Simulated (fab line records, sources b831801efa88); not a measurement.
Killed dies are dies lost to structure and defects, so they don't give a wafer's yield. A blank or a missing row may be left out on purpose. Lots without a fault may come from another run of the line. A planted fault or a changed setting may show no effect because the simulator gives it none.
Which tool did it? | flow gf180mcu | 13 lots, 39 wafers sampled, at 6 steps of a route of 602

WHAT THE GAUGES READ, wafer by wafer
GF_STI_CD_MEAS_12: target cd 220 nm.
lot  | measured    | on        | cd_nm (nm)
L707 | day 2 01:39 | cd_sem-01 | 218.9 217.5 218.5
L709 | day 2 12:29 | cd_sem-02 | 219.7 219.2 219.7
L710 | day 2 16:53 | cd_sem-01 | 219.0 219.4 220.1
L712 | day 3 03:49 | cd_sem-02 | 218.3 218.9 219.3
L713 | day 3 07:07 | cd_sem-01 | 219.2 219.1 217.7
L714 | day 3 12:59 | cd_sem-01 | 222.0 221.8 223.1
L715 | day 3 18:54 | cd_sem-01 | 219.3 219.4 219.8
L716 | day 4 00:11 | cd_sem-01 | 219.8 219.9 219.2
L718 | day 4 10:11 | cd_sem-02 | 219.7 221.9 219.6
L719 | day 4 15:13 | cd_sem-01 | 219.1 220.3 219.4
L727 | day 6 08:05 | cd_sem-01 | 219.1 220.2 218.9
L728 | day 6 13:46 | cd_sem-01 | 219.0 219.6 219.2
L730 | day 6 23:58 | cd_sem-01 | 221.3 221.5 219.1

GF_NWELL_OVL_MEAS_07.
lot  | measured    | on         | NWELL_OVL (nm)
L707 | day 3 07:33 | overlay-01 | 0.3 -4.7 -2.6
L709 | day 3 18:46 | overlay-01 | -1.0 -1.3 -1.8
L710 | day 3 23:38 | overlay-01 | -2.5 -2.5 -1.5
L712 | day 4 10:53 | overlay-02 | 1.6 -1.5 -0.4
L713 | day 4 15:28 | overlay-01 | -0.5 -1.0 -2.3
L714 | day 4 20:42 | overlay-01 | -1.8 -0.3 -1.5
L715 | day 5 03:16 | overlay-01 | 0.7 1.3 1.3
L716 | day 5 09:34 | overlay-02 | 2.0 1.3 2.0
L718 | day 5 20:51 | overlay-01 | -2.7 -1.8 -0.4
L719 | day 6 00:13 | overlay-02 | -2.9 -1.2 -0.7
L727 | day 7 21:14 | overlay-01 | -0.1 -2.9 -1.7
L728 | day 8 03:16 | overlay-02 | -0.6 -1.1 -1.8
L730 | day 8 12:20 | overlay-02 | -0.9 -0.6 -0.7

GF_LVPWELL_TW_MEAS_11.
lot  | measured    | on            | LVPWELL_TW
L707 | day 3 21:20 | film_metro-02 | 560 559 560
L709 | day 4 09:07 | film_metro-04 | 555 554 552
L710 | day 4 14:23 | film_metro-04 | 554 552 554
L712 | day 5 00:49 | film_metro-02 | 558 562 563
L713 | day 5 06:50 | film_metro-03 | 554 554 555
L714 | day 5 11:52 | film_metro-03 | 552 551 549
L715 | day 5 18:59 | film_metro-02 | 561 559 564
L716 | day 6 01:16 | film_metro-02 | 567 564 563
L718 | day 6 12:57 | film_metro-04 | 517 516 519
L719 | day 6 16:11 | film_metro-04 | 554 557 556
L727 | day 8 14:40 | film_metro-02 | 565 566 566
L728 | day 8 20:19 | film_metro-03 | 551 553 550
L730 | day 9 06:14 | film_metro-03 | 553 552 550

GF_MVSD_OVL_MEAS_07.
lot  | measured    | on         | MVSD_OVL (nm)
L707 | day 4 10:46 | overlay-01 | -1.3 -0.7 1.4
L709 | day 4 23:08 | overlay-01 | -0.9 -0.1 -1.0
L710 | day 5 04:13 | overlay-02 | 0.6 -0.4 0.3
L712 | day 5 15:26 | overlay-01 | 1.3 0.5 -0.3
L713 | day 5 21:32 | overlay-01 | -2.0 1.5 2.2
L714 | day 6 02:43 | overlay-01 | -1.3 -0.1 2.4
L715 | day 6 09:40 | overlay-02 | -0.7 -1.7 -1.0
L716 | day 6 16:07 | overlay-01 | -0.4 0.6 -1.1
L718 | day 7 03:32 | overlay-02 | 2.6 2.8 2.6
L719 | day 7 08:14 | overlay-01 | 1.4 1.2 1.3
L727 | day 9 08:01 | overlay-01 | 2.0 1.0 0.8
L728 | day 9 13:56 | overlay-02 | 0.1 0.1 -0.2
L730 | day 9 23:59 | overlay-02 | 0.5 0.1 -1.3

WHICH TOOL RAN EACH LOT (tool, then ch and the chambers of the sampled wafers, then the start)
lot  | GF_NWELL_STRIP_10                   | GF_LVPWELL_STRIP_10
L707 | plasma_asher-02 ch 0,1, day 3 07:55 | plasma_asher-02 ch 0,1, day 3 21:14
L709 | plasma_asher-04 ch 0,1, day 3 19:07 | plasma_asher-03 ch 0,1, day 4 09:02
L710 | plasma_asher-03 ch 0,1, day 3 23:59 | plasma_asher-03 ch 0,1, day 4 14:17
L712 | plasma_asher-02 ch 0,1, day 4 11:13 | plasma_asher-02 ch 0,1, day 5 00:43
L713 | plasma_asher-04 ch 0,1, day 4 15:49 | plasma_asher-01 ch 0,1, day 5 06:44
L714 | plasma_asher-03 ch 0,1, day 4 21:02 | plasma_asher-02 ch 0, day 5 11:46
L715 | plasma_asher-02 ch 0,1, day 5 03:38 | plasma_asher-03 ch 0,1, day 5 18:53
L716 | plasma_asher-03 ch 0,1, day 5 09:55 | plasma_asher-03 ch 0,1, day 6 01:10
L718 | plasma_asher-03 ch 0,1, day 5 21:11 | plasma_asher-02 ch 0,1, day 6 12:50
L719 | plasma_asher-02 ch 0,1, day 6 00:32 | plasma_asher-01 ch 0,1, day 6 16:05
L727 | plasma_asher-03 ch 0,1, day 7 21:35 | plasma_asher-02 ch 0,1, day 8 14:34
L728 | plasma_asher-02 ch 0,1, day 8 03:37 | plasma_asher-01 ch 0,1, day 8 20:13
L730 | plasma_asher-04 ch 0,1, day 8 12:41 | plasma_asher-02 ch 0,1, day 9 06:08
- GF_NWELL_STRIP_10: strips in O2/N2.
- GF_LVPWELL_STRIP_10: strips in O2/N2.

WHAT THE TOOLS THEMSELVES READ (means of the sampled wafers that have a number; where no wafer has one, the mark that the record gives instead)
GF_NWELL_STRIP_10.
lot  | tool            | drypump_motor_current_A (A) | heater_power_w (W) | n2_flow_sccm (sccm) | o2_flow_sccm (sccm) | oes_product_au (a.u.) | strip_time_to_endpoint_s (s)
L707 | plasma_asher-02 | 5.3                         | 352                | 299.2               | 3002                | 0.719                 | 36.99
L709 | plasma_asher-04 | 5.5                         | 297                | 299.5               | 3000                | 0.721                 | 36.87
L710 | plasma_asher-03 | 5.9                         | 366                | 300.4               | 3002                | 0.721                 | 36.86
L712 | plasma_asher-02 | 5.6                         | 355                | 300.1               | 2991                | 0.720                 | 37.08
L713 | plasma_asher-04 | 5.4                         | 302                | 300.6               | 3001                | 0.725                 | 37.05
L714 | plasma_asher-03 | 6.1                         | 385                | 299.2               | 3000                | 0.717                 | 36.94
L715 | plasma_asher-02 | 5.3                         | 351                | 300.5               | 3001                | 0.720                 | 36.92
L716 | plasma_asher-03 | 5.9                         | 366                | 300.2               | 3012                | 0.717                 | 36.96
L718 | plasma_asher-03 | 5.9                         | 360                | 300.1               | 3014                | 0.964                 | -
L719 | plasma_asher-02 | 5.3                         | 356                | 299.8               | 3003                | 0.724                 | 36.78
L727 | plasma_asher-03 | 6.1                         | 383                | 299.1               | 3005                | 0.723                 | 36.84
L728 | plasma_asher-02 | 5.3                         | 358                | 299.5               | 2993                | 0.718                 | 36.84
L730 | plasma_asher-04 | 5.6                         | 297                | 300.1               | 2993                | 0.720                 | 36.84

GF_LVPWELL_STRIP_10.
lot  | tool            | drypump_motor_current_A (A) | heater_power_w (W) | n2_flow_sccm (sccm) | o2_flow_sccm (sccm) | oes_product_au (a.u.) | strip_time_to_endpoint_s (s)
L707 | plasma_asher-02 | 5.3                         | 354                | 299.8               | 2992                | 0.719                 | 36.89
L709 | plasma_asher-03 | 6.0                         | 379                | 300.3               | 3000                | 0.724                 | 36.65
L710 | plasma_asher-03 | 6.1                         | 382                | 300.4               | 3013                | 0.725                 | 37.01
L712 | plasma_asher-02 | 5.3                         | 350                | 300.6               | 3001                | 0.725                 | 36.94
L713 | plasma_asher-01 | 5.5                         | 315                | 300.0               | 3002                | 0.725                 | 37.05
L714 | plasma_asher-02 | 4.9                         | 357                | 299.7               | 3011                | 0.724                 | 36.95
L715 | plasma_asher-03 | 5.9                         | 362                | 298.9               | 3000                | 0.720                 | 36.91
L716 | plasma_asher-03 | 6.1                         | 377                | 300.0               | 2999                | 0.723                 | 36.94
L718 | plasma_asher-02 | 5.3                         | 355                | 300.8               | 2995                | 0.724                 | 43.11
L719 | plasma_asher-01 | 5.3                         | 314                | 299.0               | 2996                | 0.724                 | 36.98
L727 | plasma_asher-02 | 5.6                         | 346                | 300.0               | 3002                | 0.725                 | 36.81
L728 | plasma_asher-01 | 5.3                         | 315                | 299.5               | 2991                | 0.722                 | 36.95
L730 | plasma_asher-02 | 5.6                         | 354                | 300.0               | 3004                | 0.723                 | 37.07

THE ANSWER, worked out from the rows above alone
Rule: what is usual is taken from the lots themselves. Put in order of their means at a reading, lots are off if they are a third of the lots or fewer, leave a main group of 4 or more, and stand apart from it by a gap of 3 or more times the standard deviation of the main group's means; of several such gaps the widest counts. A main group whose means are all the same, to the digits that the tables above print for the reading, isn't used. A lot without any number at a reading at which 4 lots or more have one is off too. The other lots that the step has rows for count as sound. The gauges are gone through in route order, then the tools' own readings, and for those a lot's mean is taken as printed above. The first step at which some lot is off is used, and at that step the reading that is off furthest; a lot without a number counts as furthest.
Off: L718, at GF_LVPWELL_TW_MEAS_11 (LVPWELL_TW). The main group: mean 557, standard deviation 5.1.
A tool fits if, at a process step before that reading, it ran every lot that is off, and no sound lot after the first of them. The gauges at GF_LVPWELL_TW_MEAS_11 aren't tried: what is off there is off at GF_NWELL_STRIP_10 too, on other tools, and a gauge's error can't cause that. None of those tried fits.

WHAT THE SIMULATOR HAD PUT IN
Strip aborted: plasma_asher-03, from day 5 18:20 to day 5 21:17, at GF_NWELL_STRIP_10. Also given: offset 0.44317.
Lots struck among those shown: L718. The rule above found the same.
